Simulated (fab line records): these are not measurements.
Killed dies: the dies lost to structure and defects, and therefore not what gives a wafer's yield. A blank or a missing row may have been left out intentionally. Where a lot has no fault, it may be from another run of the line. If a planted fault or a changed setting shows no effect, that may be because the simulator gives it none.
Which tool is to blame? -- flow sfq_line -- route of 325 steps, sampled at 1 step: 14 lots, 42 wafers

## WHAT THE GAUGES READ, wafer by wafer
No reading from a measuring or inspecting step in the record can be judged against a usual standard deviation.

## EACH LOT AND THE TOOL THAT RAN IT (in order: tool; ch and the chambers of the sampled wafers; start)
lot,SFQ_TRILAYER_M3_ETCH_METAL_ETCH_078
L340,"rie_metal-02 ch 0,1, day 40 11:41"
L342,"rie_metal-04 ch 0,1, day 40 17:41"
L343,"rie_metal-03 ch 0,1, day 40 20:05"
L346,"rie_metal-02 ch 0, day 41 03:17"
L347,"rie_metal-04 ch 0,1, day 41 04:29"
L351,"rie_metal-02 ch 0,1, day 43 09:05"
L352,"rie_metal-04 ch 0,1, day 43 10:17"
L353,"rie_metal-02 ch 0,1, day 43 11:29"
L356,"rie_metal-04 ch 0,1, day 43 15:05"
L358,"rie_metal-04 ch 0,1, day 43 17:29"
L359,"rie_metal-02 ch 0,1, day 49 18:31"
L360,"rie_metal-03 ch 0,1, day 50 10:05"
L362,"rie_metal-02 ch 0,1, day 51 05:04"
L363,"rie_metal-02 ch 0,1, day 51 23:07"
- SFQ_TRILAYER_M3_ETCH_METAL_ETCH_078: etches Nb in Cl2/Ar, stops on SiO2, target depth 240 nm, time 120 s.

## WHAT THE TOOLS THEMSELVES READ (means of the sampled wafers that have a number; where no wafer has one, the mark that the record gives instead)
SFQ_TRILAYER_M3_ETCH_METAL_ETCH_078. Usual: bias_w 79.99 W, standard deviation 0.26; drypump_motor_current_A 5.8 A, standard deviation 0.38; oes_product_au 0.896 a.u., standard deviation 0.0079.
lot,tool,bias_w (W),drypump_motor_current_A (A),oes_product_au (a.u.),flag
L340,rie_metal-02,79.94,5.9,0.903,
L342,rie_metal-04,80.18,5.7,0.913,
L343,rie_metal-03,80.35,6.3,0.894,
L346,rie_metal-02,79.83,5.4,0.899,
L347,rie_metal-04,80.07,5.6,0.887,
L351,rie_metal-02,76.78,6.0,0.890,OFF
L352,rie_metal-04,79.94,5.6,0.901,
L353,rie_metal-02,77.32,5.7,0.895,OFF
L356,rie_metal-04,80.10,5.6,0.891,
L358,rie_metal-04,79.76,5.6,0.889,
L359,rie_metal-02,80.07,5.7,0.889,
L360,rie_metal-03,80.06,6.4,0.896,
L362,rie_metal-02,80.07,5.7,0.898,
L363,rie_metal-02,79.98,5.7,0.894,

## THE ANSWER, worked out from the rows above alone
Rule: lot off if the mean of its wafers having a number is beyond 3 standard deviations from the usual mean. A lot without any number at a reading at which 4 lots or more have one is off too. Where the step has rows for the other lots, those lots are counted as sound. First the gauges in route order, then the tools' own readings, where a lot's mean is used as printed above. The first step at which some lot is off is used, and at that step the reading that is off furthest; a lot without a number counts as furthest.
Off, at SFQ_TRILAYER_M3_ETCH_METAL_ETCH_078 on bias_w: L351, L353.
If a tool, at that step or one of the process steps before it, ran each lot that is off and ran no sound lot following the first of them, it fits. Not one of the candidates tried fits.

## WHAT HAD BEEN PUT IN BY THE SIMULATOR
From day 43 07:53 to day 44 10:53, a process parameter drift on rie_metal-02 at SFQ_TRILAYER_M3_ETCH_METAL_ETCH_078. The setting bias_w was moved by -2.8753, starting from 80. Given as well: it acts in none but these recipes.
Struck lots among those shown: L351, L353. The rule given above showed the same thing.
